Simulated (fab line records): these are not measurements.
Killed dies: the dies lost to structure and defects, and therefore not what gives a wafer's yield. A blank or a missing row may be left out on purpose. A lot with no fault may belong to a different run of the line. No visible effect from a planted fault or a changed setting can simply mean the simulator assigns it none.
Which tool was responsible?    flow gf180mcu    7 lots with 21 wafers sampled at 3 steps, on a route of 602 steps

## WHAT THE GAUGES READ, wafer by wafer
GF_M4_OVL_MEAS_15.
lot   measured      on          M4_OVL (nm)
L745  day 23 20:55  overlay-02  -12 -7 -13
L747  day 24 10:59  overlay-01  8 6 10
L756  day 27 09:43  overlay-01  - - -
L759  day 28 08:25  overlay-02  11 11 4
L762  day 29 03:29  overlay-02  8 2 3
L764  day 29 17:22  overlay-02  -4 0 -4
L767  day 30 13:41  overlay-01  -2 -3 -2

## TOOL THAT RAN EACH LOT (tool first, then ch and the chambers of the sampled wafers, then the start)
lot   GF_M4_SPUTTER_04              GF_M4_EXPOSE_11
L745  pvd_sputter-03, day 22 22:28  krf_scanner-02 ch 0, day 23 10:08
L747  pvd_sputter-01, day 23 13:32  krf_scanner-01 ch 0, day 24 00:09
L756  pvd_sputter-02, day 26 12:37  krf_scanner-02, day 27 00:03
L759  pvd_sputter-01, day 27 12:26  krf_scanner-01 ch 0, day 27 22:37
L762  pvd_sputter-02, day 28 07:53  krf_scanner-01 ch 0, day 28 17:51
L764  pvd_sputter-03, day 28 22:04  krf_scanner-02 ch 0, day 29 07:49
L767  pvd_sputter-03, day 29 19:08  krf_scanner-01 ch 0, day 30 04:39
- GF_M4_SPUTTER_04: material TiN, target thk 50 nm, time 41.7 s.
- GF_M4_EXPOSE_11: exposes mask Metal4, target cd 280 nm.

## THE ANSWER, worked out from the rows above alone
Rule: the usual values come from the lots themselves. Put in order of their means at a reading, lots are off if they are a third of the lots or fewer, leave a main group of 4 or more, and stand apart from it by a gap of 3 or more times the standard deviation of the main group's means; of several such gaps the widest counts. A main group is skipped when, at the precision printed for the reading in the tables above, its means are all equal. Also off: a lot with no number at a reading for which 4 or more lots have one. The other lots that the step has rows for count as sound.
Off: L756, seen at GF_M4_OVL_MEAS_15 (M4_OVL). Without a number there: L756. For the main group the mean is 1 nm and the standard deviation 6.8.
If a tool, at a process step before that reading, ran all the lots that are off and no sound lot after the first of them, it fits. The gauges at GF_M4_OVL_MEAS_15 are tried like those tools. None of those tried fits.

## WHAT HAD BEEN PUT IN BY THE SIMULATOR
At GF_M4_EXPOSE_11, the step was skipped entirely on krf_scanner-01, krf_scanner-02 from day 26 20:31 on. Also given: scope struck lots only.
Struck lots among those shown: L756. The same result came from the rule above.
